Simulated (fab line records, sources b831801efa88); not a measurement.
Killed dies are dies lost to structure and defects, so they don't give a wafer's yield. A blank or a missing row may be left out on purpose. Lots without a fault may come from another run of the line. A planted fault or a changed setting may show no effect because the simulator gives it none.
Which tool did it? | flow sfq_line | 7 lots, 21 wafers sampled, at 3 steps of a route of 325

WHAT THE GAUGES READ, wafer by wafer
SFQ_I1_OVL_MEAS_913.
lot  | measured     | on         | I1_OVL (nm)
L715 | day 17 05:07 | overlay-01 | -1 1 -2
L718 | day 18 12:19 | overlay-01 | 7 8 11
L722 | day 19 14:16 | overlay-01 | 8 13 12
L729 | day 22 08:48 | overlay-01 | -19 -14 -13
L731 | day 22 23:12 | overlay-02 | 2 1 -3
L734 | day 24 01:11 | overlay-02 | -3 1 2
L737 | day 25 07:17 | overlay-02 | 1 1 4

WHICH TOOL RAN EACH LOT (tool, then ch and the chambers of the sampled wafers, then the start)
lot  | SFQ_TRILAYER_I1_DEP_PECVD_045   | SFQ_TRILAYER_I1_CMP_CMP_046
L715 | pecvd-02 ch 0,1,2, day 11 16:29 | cmp-01 ch 0,1,2, day 11 18:36
L718 | pecvd-04 ch 1,2, day 12 12:53   | cmp-02 ch 0,3, day 12 23:05
L722 | pecvd-04 ch 0,1,2, day 13 11:57 | cmp-01 ch 1,2,3, day 13 20:10
L729 | pecvd-02 ch 0,2, day 15 17:54   | cmp-01 ch 0,2,3, day 15 20:05
L731 | pecvd-01 ch 0,2, day 16 09:48   | cmp-01 ch 1,2, day 16 11:22
L734 | pecvd-04 ch 0,2, day 17 07:30   | cmp-01 ch 0,3, day 17 08:00
L737 | pecvd-01 ch 0,1, day 18 06:18   | cmp-02 ch 0,1,2, day 18 10:22
- SFQ_TRILAYER_I1_DEP_PECVD_045: deposits SiO2 from SiH4/N2O, time 111.11 s, target thk 500 nm.
- SFQ_TRILAYER_I1_CMP_CMP_046: polishes SiO2.

THE ANSWER, worked out from the rows above alone
Rule: what is usual is taken from the lots themselves. Put in order of their means at a reading, lots are off if they are a third of the lots or fewer, leave a main group of 4 or more, and stand apart from it by a gap of 3 or more times the standard deviation of the main group's means; of several such gaps the widest counts. A main group whose means are all the same, to the digits that the tables above print for the reading, isn't used. A lot without any number at a reading at which 4 lots or more have one is off too. The other lots that the step has rows for count as sound.
Off: L729, at SFQ_I1_OVL_MEAS_913 (I1_OVL). The main group: mean 4 nm, standard deviation 4.6.
A tool fits if, at a process step before that reading, it ran every lot that is off, and no sound lot after the first of them. The gauges at SFQ_I1_OVL_MEAS_913 are tried like those tools. Can't be told from this: 2 tools fit, pecvd-02 at SFQ_TRILAYER_I1_DEP_PECVD_045, overlay-01 at SFQ_I1_OVL_MEAS_913.

WHAT THE SIMULATOR HAD PUT IN
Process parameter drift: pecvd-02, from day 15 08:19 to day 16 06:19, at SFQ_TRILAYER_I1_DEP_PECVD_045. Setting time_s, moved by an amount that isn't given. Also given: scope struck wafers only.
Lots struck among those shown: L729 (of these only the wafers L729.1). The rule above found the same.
